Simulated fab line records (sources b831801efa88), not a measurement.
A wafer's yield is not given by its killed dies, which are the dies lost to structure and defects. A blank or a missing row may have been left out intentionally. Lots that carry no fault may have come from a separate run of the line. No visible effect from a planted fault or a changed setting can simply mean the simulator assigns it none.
A single fault, viewed from 2 desks + flow sfq line + only its own numbers are on each desk; what lay behind them is given at the end

== FOR THE TOOL OWNER'S DESK: rie metal-01 ==
The tool's own readings at SFQ_TRILAYER_M2_ETCH_METAL_ETCH_060 (etches Nb in Cl2/Ar, stops on SiO2, target depth 240 nm, time 120 s): means of the sampled wafers that have a number, for each lot that ran on this tool. The brackets show how far a lot's mean lies from the usual mean; more than 4 standard deviations puts the lot out of limits, marked OUT.
Columns: A = drypump motor current A at SFQ_TRILAYER_M2_ETCH_METAL_ETCH_060, usual 5.90 A; B = oes product au at SFQ_TRILAYER_M2_ETCH_METAL_ETCH_060, usual 0.895 a.u.
| lot  | first seen here | A    | B     |
|------|-----------------|------|-------|
| L131 | day 31 07:58    | 5.90 | 0.900 |
| L137 | day 32 23:38    | 5.77 | 0.891 |
| L140 | day 33 14:16    | 5.67 | 0.899 |
| L150 | day 43 19:19    | 5.97 | 0.899 |
This desk found nothing out of limits on any of the 4 lots.

== AT THE METROLOGY DESK ==
Means of the sampled wafers that have a number, per lot and without regard to the tool the lot ran on: this is what the gauges read. The brackets show how far a lot's mean lies from the usual mean; more than 4 standard deviations puts the lot out of limits, marked OUT.
Columns: A = M2_NB_RS at SFQ_M2_RS_MEAS_914, usual 0.889 ohm/sq; B = M2_OVL at SFQ_M2_OVL_MEAS_916, usual -2 nm
| lot  | first seen here | A     | B  |
|------|-----------------|-------|----|
| L131 | day 31 01:26    | 0.881 | -5 |
| L137 | day 32 20:42    | 0.893 | 3  |
| L140 | day 33 11:02    | 0.886 | -6 |
| L147 | day 37 14:37    | 0.887 | -5 |
| L149 | day 38 10:22    | 0.880 | -2 |
| L150 | day 38 12:41    | 0.882 | 4  |
This desk found nothing out of limits on any of the 6 lots.

== ALL TOGETHER ==
The tool owner's desk saw nothing out of limits.
At the metrology desk, nothing out of limits was observed.

== WHAT THE SIMULATOR HAD PUT IN ==
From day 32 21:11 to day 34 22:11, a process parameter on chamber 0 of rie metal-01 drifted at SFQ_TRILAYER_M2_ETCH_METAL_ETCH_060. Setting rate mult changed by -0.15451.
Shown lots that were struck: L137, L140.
